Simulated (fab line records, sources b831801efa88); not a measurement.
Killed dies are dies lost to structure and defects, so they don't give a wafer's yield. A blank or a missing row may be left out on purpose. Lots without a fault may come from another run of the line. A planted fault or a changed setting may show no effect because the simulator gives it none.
Which tool did it? | flow sfq_line | 14 lots, 42 wafers sampled, at 1 step of a route of 325

WHAT THE GAUGES READ, wafer by wafer
The record holds no reading of a measuring or inspecting step that can be judged against a usual standard deviation.

WHICH TOOL RAN EACH LOT (tool, then ch and the chambers of the sampled wafers, then the start)
lot  | SFQ_TRILAYER_I6_VIA_BARC_OPEN_VIA_ETCH_235
L529 | rie_diel-02 ch 0,1,3, day 75 21:37
L530 | rie_diel-03 ch 0,1,2, day 76 02:37
L531 | rie_diel-04 ch 0,2, day 76 08:23
L532 | rie_diel-02 ch 0,1,2, day 76 11:03
L533 | rie_diel-04 ch 0,2,3, day 76 15:51
L534 | rie_diel-02 ch 0,1,3, day 76 18:15
L536 | rie_diel-02 ch 1,2, day 77 00:15
L537 | rie_diel-03 ch 1,3, day 80 19:24
L539 | rie_diel-03 ch 0,2,3, day 81 03:48
L540 | rie_diel-03 ch 0,1,2, day 81 07:32
L547 | rie_diel-03 ch 1,2, day 84 06:35
L548 | rie_diel-02 ch 0,1, day 85 07:16
L549 | rie_diel-02 ch 0,2,3, day 85 16:52
L550 | rie_diel-03 ch 1,3, day 85 20:28
- SFQ_TRILAYER_I6_VIA_BARC_OPEN_VIA_ETCH_235: etches BARC in O2, target depth 125 nm, time 41.7 s.

WHAT THE TOOLS THEMSELVES READ (means of the sampled wafers that have a number; where no wafer has one, the mark that the record gives instead)
SFQ_TRILAYER_I6_VIA_BARC_OPEN_VIA_ETCH_235. Usual: bias_w 79.96 W, standard deviation 0.24; drypump_motor_current_A 5.7 A, standard deviation 0.35; oes_product_au 0.685 a.u., standard deviation 0.0043; rf_fwd_power_W 494.9 W, standard deviation 2.2.
lot  | tool        | bias_w (W) | drypump_motor_current_A (A) | oes_product_au (a.u.) | rf_fwd_power_W (W) | flag
L529 | rie_diel-02 | 79.79      | 5.6                         | 0.685                 | 497.0              |
L530 | rie_diel-03 | 80.00      | 5.9                         | 0.686                 | 492.1              |
L531 | rie_diel-04 | 79.75      | 5.8                         | 0.687                 | 494.1              |
L532 | rie_diel-02 | 80.15      | 5.7                         | 0.685                 | 494.6              |
L533 | rie_diel-04 | 79.87      | 5.7                         | 0.692                 | 494.6              |
L534 | rie_diel-02 | 79.90      | 5.6                         | 0.687                 | 495.6              |
L536 | rie_diel-02 | 80.07      | 5.9                         | 0.688                 | 495.5              |
L537 | rie_diel-03 | 79.73      | 6.2                         | 0.684                 | 495.4              |
L539 | rie_diel-03 | 80.20      | 5.6                         | 0.682                 | 574.4              | OFF
L540 | rie_diel-03 | 80.01      | 5.9                         | 0.689                 | 574.2              | OFF
L547 | rie_diel-03 | 79.69      | 6.3                         | 0.681                 | 494.8              |
L548 | rie_diel-02 | 80.14      | 5.6                         | 0.681                 | 496.1              |
L549 | rie_diel-02 | 79.92      | 5.7                         | 0.689                 | 495.9              |
L550 | rie_diel-03 | 79.95      | 5.9                         | 0.684                 | 496.6              |

THE ANSWER, worked out from the rows above alone
Rule: a lot is off if the mean of its wafers that have a number lies more than 3 standard deviations from the usual mean. A lot without any number at a reading at which 4 lots or more have one is off too. The other lots that the step has rows for count as sound. The gauges are gone through in route order, then the tools' own readings, and for those a lot's mean is taken as printed above. The first step at which some lot is off is used, and at that step the reading that is off furthest; a lot without a number counts as furthest.
Off: L539, L540, at SFQ_TRILAYER_I6_VIA_BARC_OPEN_VIA_ETCH_235 (rf_fwd_power_W).
A tool fits if, at that step or a process step before it, it ran every lot that is off, and no sound lot after the first of them. None of those tried fits.

WHAT THE SIMULATOR HAD PUT IN
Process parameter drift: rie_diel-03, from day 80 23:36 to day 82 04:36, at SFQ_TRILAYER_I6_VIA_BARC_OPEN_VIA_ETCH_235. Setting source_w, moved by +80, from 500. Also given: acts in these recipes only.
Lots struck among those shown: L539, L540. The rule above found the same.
